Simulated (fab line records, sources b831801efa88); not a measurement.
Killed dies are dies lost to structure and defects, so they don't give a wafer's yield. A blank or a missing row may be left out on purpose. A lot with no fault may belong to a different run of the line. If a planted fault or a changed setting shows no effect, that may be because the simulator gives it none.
The tool behind it: which one? ; flow sky130 ; 12 lots with 36 wafers sampled at 5 steps, on a route of 708 steps

== WHAT EACH GAUGE READ, for each wafer ==
Not one reading of a measure or inspect step in the record can be checked against a usual standard deviation.

== TOOL THAT RAN EACH LOT (tool first, then ch and the chambers of the sampled wafers, then the start) ==
lot;SKY_METAL3_STRIP_19;SKY_VIA3_CMP_02;SKY_METAL4_SPUTTER_01;SKY_METAL4_SPUTTER_02;SKY_PAD_OPEN_PROBE_99
L534;plasma_asher-03 ch 0,1, day 38 18:04;cmp-01 ch 1,2,3, day 38 19:04;pvd_sputter-02, day 39 21:07;pvd_sputter-02, day 39 21:08;-
L535;plasma_asher-02 ch 0,1, day 38 23:25;cmp-02 ch 0,2, day 39 00:15;pvd_sputter-03, day 40 02:08;pvd_sputter-03, day 40 02:10;-
L536;plasma_asher-04 ch 0,1, day 39 07:11;cmp-02 ch 0,1,3, day 39 08:09;pvd_sputter-02, day 40 10:23;pvd_sputter-02, day 40 10:25;-
L537;plasma_asher-03 ch 0,1, day 39 11:14;cmp-01 ch 0,2,3, day 39 12:07;pvd_sputter-02, day 40 14:28;pvd_sputter-02, day 40 14:29;-
L539;plasma_asher-04 ch 0,1, day 40 02:55;cmp-02 ch 1,2, day 40 03:47;pvd_sputter-01, day 41 06:20;pvd_sputter-01, day 41 06:22;-
L542;plasma_asher-03 ch 0,1, day 41 05:02;cmp-02 ch 0,2,3, day 41 05:51;pvd_sputter-01, day 42 07:01;pvd_sputter-01, day 42 07:02;-
L543;plasma_asher-04 ch 0,1, day 41 17:25;cmp-01 ch 1,2,3, day 41 18:32;pvd_sputter-02, day 42 19:46;pvd_sputter-02, day 42 19:47;-
L547;plasma_asher-02 ch 0,1, day 42 08:49;cmp-02 ch 1,2,3, day 42 09:38;pvd_sputter-03, day 43 10:22;pvd_sputter-03, day 43 10:24;prober-02, day 48 21:31
L548;plasma_asher-02 ch 0,1, day 43 00:38;cmp-01 ch 0,1,3, day 43 01:28;pvd_sputter-03, day 44 01:04;pvd_sputter-03, day 44 01:06;-
L549;plasma_asher-02 ch 0,1, day 43 09:27;cmp-02 ch 0,3, day 43 10:19;pvd_sputter-03, day 44 10:41;pvd_sputter-03, day 44 10:43;-
L553;plasma_asher-03 ch 0,1, day 44 02:11;cmp-01 ch 0,1,3, day 44 03:07;pvd_sputter-01, day 45 03:44;pvd_sputter-01, day 45 03:46;-
L557;plasma_asher-02 ch 0,1, day 44 20:10;cmp-01 ch 1,2,3, day 44 21:03;pvd_sputter-01, day 45 20:14;pvd_sputter-01, day 45 20:15;-
- SKY_METAL3_STRIP_19: strips in O2/N2.
- SKY_VIA3_CMP_02: polishes SiO2.
- SKY_METAL4_SPUTTER_01: material TiN, target thk 20 nm, time 16.7 s.
- SKY_METAL4_SPUTTER_02: material AlCu, target thk 735 nm, time 39.1 s.
- SKY_PAD_OPEN_PROBE_99

== WHAT THE TOOLS THEMSELVES READ (means of the sampled wafers that have a number; where no wafer has one, the mark that the record gives instead) ==
SKY_METAL3_STRIP_19. Usual: drypump_motor_current_A 5.8 A, standard deviation 0.6; oes_product_au 0.500 a.u., standard deviation 0.0059; strip_time_to_endpoint_s 6.49 s, standard deviation 0.089.
lot;tool;drypump_motor_current_A (A);oes_product_au (a.u.);strip_time_to_endpoint_s (s);flag
L534;plasma_asher-03;6.4;0.502;6.51;
L535;plasma_asher-02;6.2;0.500;6.51;
L536;plasma_asher-04;5.1;0.501;6.50;
L537;plasma_asher-03;6.5;0.503;6.44;
L539;plasma_asher-04;5.2;0.495;6.46;
L542;plasma_asher-03;6.5;0.503;6.55;
L543;plasma_asher-04;5.1;0.504;6.52;
L547;plasma_asher-02;6.3;0.501;6.45;
L548;plasma_asher-02;6.2;0.503;6.45;
L549;plasma_asher-02;6.3;0.502;6.44;
L553;plasma_asher-03;6.5;0.503;6.52;
L557;plasma_asher-02;6.3;0.498;6.48;

SKY_VIA3_CMP_02. Usual: motor_current_A 12.1 A, standard deviation 1.4; retaining_ring_pressure_frac 1.001, standard deviation 0.0046.
lot;tool;motor_current_A (A);retaining_ring_pressure_frac;flag
L534;cmp-01;11.6;1.002;
L535;cmp-02;10.9;1.005;
L536;cmp-02;13.1;1.000;
L537;cmp-01;10.9;1.000;
L539;cmp-02;12.4;1.002;
L542;cmp-02;12.2;1.001;
L543;cmp-01;11.5;0.997;
L547;cmp-02;12.9;0.998;
L548;cmp-01;11.9;0.998;
L549;cmp-02;13.4;1.002;
L553;cmp-01;11.8;1.003;
L557;cmp-01;11.1;1.003;

SKY_METAL4_SPUTTER_01. Usual: chamber_pressure_pa 0.4001 Pa, standard deviation 0.00087; throttle_valve_pct 30.8 %, standard deviation 1.3.
lot;tool;chamber_pressure_pa (Pa);throttle_valve_pct (%);flag
L534;pvd_sputter-02;0.3999;31.2;
L535;pvd_sputter-03;0.4009;31.2;
L536;pvd_sputter-02;0.4007;30.7;
L537;pvd_sputter-02;0.4000;31.2;
L539;pvd_sputter-01;0.3989;31.4;
L542;pvd_sputter-01;0.3997;29.9;
L543;pvd_sputter-02;0.4001;30.5;
L547;pvd_sputter-03;0.3993;31.3;
L548;pvd_sputter-03;0.4003;31.2;
L549;pvd_sputter-03;0.4006;30.8;
L553;pvd_sputter-01;0.3999;29.9;
L557;pvd_sputter-01;0.4001;30.6;

SKY_METAL4_SPUTTER_02. Usual: chamber_pressure_pa 0.4001 Pa, standard deviation 0.00088; throttle_valve_pct 30.8 %, standard deviation 1.2.
lot;tool;chamber_pressure_pa (Pa);throttle_valve_pct (%);flag
L534;pvd_sputter-02;0.4009;31.3;
L535;pvd_sputter-03;0.3993;31.2;
L536;pvd_sputter-02;0.3999;30.5;
L537;pvd_sputter-02;0.4008;31.2;
L539;pvd_sputter-01;0.3999;31.4;
L542;pvd_sputter-01;0.3997;30.0;
L543;pvd_sputter-02;0.4005;30.5;
L547;pvd_sputter-03;0.4003;31.3;
L548;pvd_sputter-03;0.3721;32.4;OFF
L549;pvd_sputter-03;0.3717;32.0;OFF
L553;pvd_sputter-01;0.4013;29.6;
L557;pvd_sputter-01;0.3992;30.6;

SKY_PAD_OPEN_PROBE_99. Usual: defect_limited_yield 82.3 %, standard deviation 1.9; killed_at_M0_to_M3 44, standard deviation 7.4; killed_at_M4_up 3.2, standard deviation 1.8; killed_at_contacts 25, standard deviation 5.2; killed_at_front_end 15, standard deviation 4.5; killed_at_other 0.2, standard deviation 0.43; killed_dies 87, standard deviation 9.6; killed_open 48, standard deviation 7.6; killed_short 40, standard deviation 5.7; sort_bin_3_pad_short 0.9 %, standard deviation 0.45; sort_bin_5_function 10.5 %, standard deviation 1.5; sort_bin_6_memory 6.3 %, standard deviation 1.2; sort_n_pass 405, standard deviation 9.6; sort_yield_pct 82.3 %, standard deviation 1.9.
lot;tool;defect_limited_yield (%);killed_at_M0_to_M3;killed_at_M4_up;killed_at_contacts;killed_at_front_end;killed_at_other;killed_dies;killed_open;killed_short;sort_bin_3_pad_short (%);sort_bin_5_function (%);sort_bin_6_memory (%);sort_n_pass;sort_yield_pct (%);flag
L547;prober-02;80.2;48;3.3;27;19;0.3;97;49;48;1.3;12.0;6.4;395;80.2;

== THE ANSWER, worked out from the rows above alone ==
Rule: a lot is off if the mean of its wafers that have a number lies more than 3 standard deviations from the usual mean. A lot without any number at a reading at which 4 lots or more have one is off too. All remaining lots with rows at the step are treated as sound. The gauges are gone through in route order, then the tools' own readings, and for those a lot's mean is taken as printed above. The first step at which some lot is off is used, and at that step the reading that is off furthest; a lot without a number counts as furthest.
Off at SKY_METAL4_SPUTTER_02 (chamber_pressure_pa): L548, L549.
If a tool, at that step or one of the process steps before it, ran each lot that is off and ran no sound lot following the first of them, it fits. One fits: SKY_METAL4_SPUTTER_01 and SKY_METAL4_SPUTTER_02 on pvd_sputter-03. At SKY_METAL4_SPUTTER_01 its last sound lot is L547 (day 43 10:22), its first lot that is off L548 (day 44 01:04): a fault that began between those two fits.

== WHAT THE SIMULATOR HAD INSERTED ==
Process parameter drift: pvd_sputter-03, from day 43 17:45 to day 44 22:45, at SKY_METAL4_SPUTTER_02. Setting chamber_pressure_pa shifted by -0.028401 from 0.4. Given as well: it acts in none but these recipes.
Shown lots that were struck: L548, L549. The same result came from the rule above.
